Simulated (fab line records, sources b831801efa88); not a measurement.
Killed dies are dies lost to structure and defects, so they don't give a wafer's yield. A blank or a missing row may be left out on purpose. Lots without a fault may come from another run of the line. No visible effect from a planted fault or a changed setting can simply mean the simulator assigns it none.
One fault seen from 2 desks + flow sky130 + what lay behind the numbers comes last; until then each desk has only its own

METROLOGY DESK
Lot by lot, what the gauges showed, no matter which tool ran the lot: averages of those sampled wafers that carry a number. Marked OUT: a lot whose mean sits more than 4 standard deviations from the usual mean, which makes it out of limits; the brackets give that distance.
Columns: A = cd nm at SKY_POLY_GATE_CD_MEAS_13, usual 150.1 nm; B = cd nm at SKY_POLY_GATE_CD_MEAS_22, usual 150.2 nm
| lot  | first seen here | A     | B     |
|------|-----------------|-------|-------|
| L696 | day 17 00:22    | 150.5 | 151.4 |
| L697 | day 17 00:38    | 152.5 | 153.0 |
| L704 | day 19 18:31    | 151.5 | 149.8 |
| L706 | day 20 08:43    | 151.1 | 151.4 |
| L708 | day 21 13:23    | 150.9 | 152.5 |
| L711 | day 22 09:58    | 147.6 | 150.1 |
| L710 | day 22 11:32    | 150.3 | 149.5 |
| L713 | day 23 21:46    | 150.0 | 151.4 |
| L714 | day 24 00:05    | 150.1 | 148.5 |
| L715 | day 24 00:25    | 149.6 | 151.2 |
| L716 | day 24 00:29    | 151.8 | 150.4 |
| L717 | day 24 06:56    | 150.9 | 150.9 |
| L718 | day 24 11:49    | 150.0 | 148.0 |
This desk's verdict: no lot among the 13 shows anything out of limits.

TOOL OWNER'S DESK, litho track-01
At SKY_POLY_GATE_SOFTBAKE_09 (time 90 s), the tool's own readings, given per lot that ran on this tool as the mean of the sampled wafers with a number. Marked OUT: a lot whose mean sits more than 4 standard deviations from the usual mean, which makes it out of limits; the brackets give that distance.
Columns: A = heater power total W at SKY_POLY_GATE_SOFTBAKE_09, usual 57.36 W; B = plate temp C at SKY_POLY_GATE_SOFTBAKE_09, usual 99.97 C; C = resist line temp C at SKY_POLY_GATE_SOFTBAKE_09, usual 23.00 C
| lot  | first seen here | A               | B               | C     |
|------|-----------------|-----------------|-----------------|-------|
| L697 | day 16 10:00    | 57.28           | 100.09          | 23.12 |
| L704 | day 19 02:00    | 53.34 (-37) OUT | 94.90 (-46) OUT | 22.92 |
| L706 | day 19 17:00    | 53.27 (-37) OUT | 94.78 (-47) OUT | 23.18 |
| L716 | day 23 08:00    | 57.36           | 99.95           | 22.99 |
This desk finds L704, L706 out of limits, L704 being first, at day 19 02:00 (heater power total W at SKY_POLY_GATE_SOFTBAKE_09). Within limits: L697, L716.

BROUGHT TOGETHER
On L704, L706, at day 19 02:00, an alarm was possible from the tool owner's desk.
Metrology desk: nothing out of limits seen.
The metrology desk has L704, L706 on record, within its limits.
The lots listed all ran SKY_POLY_GATE_SOFTBAKE_09 on litho track-01.

WHAT WAS PUT IN BY THE SIMULATOR
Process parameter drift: litho track-01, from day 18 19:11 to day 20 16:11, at SKY_POLY_GATE_SOFTBAKE_09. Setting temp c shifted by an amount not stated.
Shown lots that were struck: L704, L706.
Each desk's first reading out of limits, in hours after the fault started: the tool owner's desk, 7.
